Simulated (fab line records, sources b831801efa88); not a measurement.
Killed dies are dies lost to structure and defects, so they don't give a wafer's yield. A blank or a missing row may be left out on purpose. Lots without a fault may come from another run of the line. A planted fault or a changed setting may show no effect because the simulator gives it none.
A struck lot beside a sound one | flow sky130 | 30 steps out of a route of 708
Sound: wafers L513.1, L513.3, L513.6. Struck: wafers L523.1, L523.3, L523.6. The cause comes at the end.
At each step with rows: each side's tool, then ch and its chambers, then its first start. Under that, the readings that differ: sound wafers | struck wafers | difference of the means | sigmas: that difference in standard deviations of wafers without a fault.
alike: readings whose means differ by less than 2 such deviations, and words and numbers that are the same on both sides. not compared: withheld readings, readings that some wafer has no value for, bounds like >300 that may hide the same value, and numbers for which the record gives no deviation and whose values overlap.
The two part at a step that has a row with sigmas, a row that says differs or no value, or rows on one side only. Numbers that don't overlap but have no deviation are shown without sigmas and don't part them. A reading that every wafer of one side lacks parts them only if that side has two wafers or more.

SKY_PWDE_STRIP_09: strips in O2/N2.
  sound on plasma_asher-02 ch 0,1, day 5 15:32; struck on plasma_asher-01 ch 0,1, day 7 22:45
  reading                     | sound       | struck      | difference | sigmas
  drypump_motor_current_A (A) | 6.0 6.0 6.4 | 4.8 4.8 5.7 | -1.0       | -2
  alike: oes_product_au, strip_time_to_endpoint_s
  not compared: rf_hours_counter_h
SKY_PWDE_TW_MEAS_10:
  sound on film_metro-01, day 5 15:38; struck on film_metro-01, day 7 22:51
  alike: PWDE_TW
then, 7 steps without rows for these wafers: SKY_NWELL_DEHYDRATE_03 (time 60 s); SKY_NWELL_HMDS_04 (prime time 60 s); SKY_NWELL_COAT_05 (resist thk 3000 nm); SKY_NWELL_SOFTBAKE_06; SKY_NWELL_EXPOSE_07 (exposes mask NWM, target cd 840 nm); SKY_NWELL_PEB_08; SKY_NWELL_DEVELOP_09 (develop time 60 s).
SKY_NWELL_OVL_MEAS_10:
  sound on overlay-02, day 6 10:06; struck on overlay-02, day 8 19:01
  alike: NWELL_00_OVL
then, 2 steps without rows for these wafers: SKY_NWELL_IMPLANT_11; SKY_NWELL_IMPLANT_12.
SKY_NWELL_IMPLANT_13:
  sound on implanter-01 ch 0, day 6 10:26; struck on implanter-01 ch 0, day 8 19:21
  reading            | sound                         | struck                       | difference | sigmas
  dose_ions_cm2      | 7.001e+11 6.994e+11 7.004e+11 | 5.02e+11 5.026e+11 5.028e+11 | -1.97e+11  | -99 or more
  faraday_current_uA | 4.01 3.99 3.93                | 2.77 2.84 2.84               | -1.16      | -17
SKY_NWELL_STRIP_14: strips in O2/N2.
  sound on plasma_asher-03 ch 0, day 6 10:35; struck on plasma_asher-04 ch 0,1, day 8 19:30
  alike: drypump_motor_current_A, oes_product_au, strip_time_to_endpoint_s
  not compared: rf_hours_counter_h
SKY_NWELL_TW_MEAS_15:
  sound on film_metro-04, day 6 10:41; struck on film_metro-01, day 8 19:36
  alike: NWELL_TW
then, 7 steps without rows for these wafers: SKY_NWELL_DEHYDRATE_16 (time 60 s); SKY_NWELL_HMDS_17 (prime time 60 s); SKY_NWELL_COAT_18 (resist thk 3000 nm); SKY_NWELL_SOFTBAKE_19; SKY_NWELL_EXPOSE_20 (exposes mask NWM COMPLEMENT, target cd 840 nm); SKY_NWELL_PEB_21; SKY_NWELL_DEVELOP_22 (develop time 60 s).
SKY_NWELL_OVL_MEAS_23:
  sound on overlay-02, day 7 05:33; struck on overlay-01, day 9 16:43
  alike: NWELL_01_OVL
then, 1 step without rows for these wafers: SKY_NWELL_IMPLANT_24.
SKY_NWELL_STRIP_25: strips in O2/N2.
  sound on plasma_asher-03 ch 0,1, day 7 05:44; struck on plasma_asher-03 ch 0,1, day 9 16:54
  alike: drypump_motor_current_A, oes_product_au, strip_time_to_endpoint_s
  not compared: rf_hours_counter_h
SKY_NWELL_TW_MEAS_26:
  sound on film_metro-02, day 7 05:50; struck on film_metro-02, day 9 17:00
  alike: NWELL_2_TW
then, 1 step without rows for these wafers: SKY_NWELL_CLEAN_27 (cleans in SC1/SC2, time 150 s).
SKY_NWELL_RTA_28: time 30 s.
  sound on rtp_anneal-01 ch 0, day 7 05:57; struck on rtp_anneal-01 ch 0, day 9 17:07
  alike: lamp_power_pct, wafer_temp_C_max
SKY_NWELL_RS_MEAS_29: measures by four-point-probe.
  sound on film_metro-01, day 7 06:03; struck on film_metro-01, day 9 17:13
  reading           | sound             | struck            | difference | sigmas
  NWELL_RS (ohm/sq) | 624.9 625.7 623.9 | 633.2 632.7 631.3 | +7.6       | +5
-- the record jumps here: 40 days lie between the struck wafers' starts before and after (it left off in module NWELL and takes up again in module PAD_OPEN, whose first step shown is number 708 of the route) --
SKY_PAD_OPEN_PROBE_99:
  sound on prober-01, day 47 16:11; struck on prober-02, day 50 00:44
  reading                                   | sound                   | struck                  | difference | sigmas
  model.etest.pfet_g5v0d10v5.r_on_ohm_um    | 4770 4706 4764          | 4644 4651 4635          | -103       |
  model.etest.pfet_01v8_lvt.drive_ua_um     | 173.1 175.9 171.9       | 179.1 178.7 179.9       | +5.6       |
  model.etest.pfet_g5v0d10v5.off_log10_a_um | -12.89 -12.48 -12.88    | -11.8 -11.99 -11.72     | +0.9       |
  model.etest.pfet_01v8_lvt.off_log10_a_um  | -9.008 -9.071 -8.903    | -8.302 -8.19 -8.148     | +0.781     |
  model.etest.pfet_g5v0d10v5.vt_sat_v (V)   | -0.6693 -0.6133 -0.6697 | -0.5661 -0.5834 -0.5638 | +0.0797    |
  model.etest.pfet_16v.vt_v (V)             | -1.111 -1.106 -1.107    | -1.032 -1.036 -1.028    | +0.076     |
  model.etest.pfet_g5v0d10v5.vt_v (V)       | -0.8592 -0.8073 -0.8597 | -0.784 -0.7934 -0.7715  | +0.059     |
  alike: killed_at_M0_to_M3, killed_at_M4_up, killed_at_contacts, killed_at_front_end, killed_at_other, killed_dies, killed_open, killed_short
  not compared: model.etest.pfet_g5v0d10v5.drive_ua_um

WHERE THEY PART
First at SKY_PWDE_STRIP_09; last, within this record, at SKY_NWELL_RS_MEAS_29. Later steps at which nothing parts them and some readings are alike: SKY_PAD_OPEN_PROBE_99.

WHY: what the simulator had put in
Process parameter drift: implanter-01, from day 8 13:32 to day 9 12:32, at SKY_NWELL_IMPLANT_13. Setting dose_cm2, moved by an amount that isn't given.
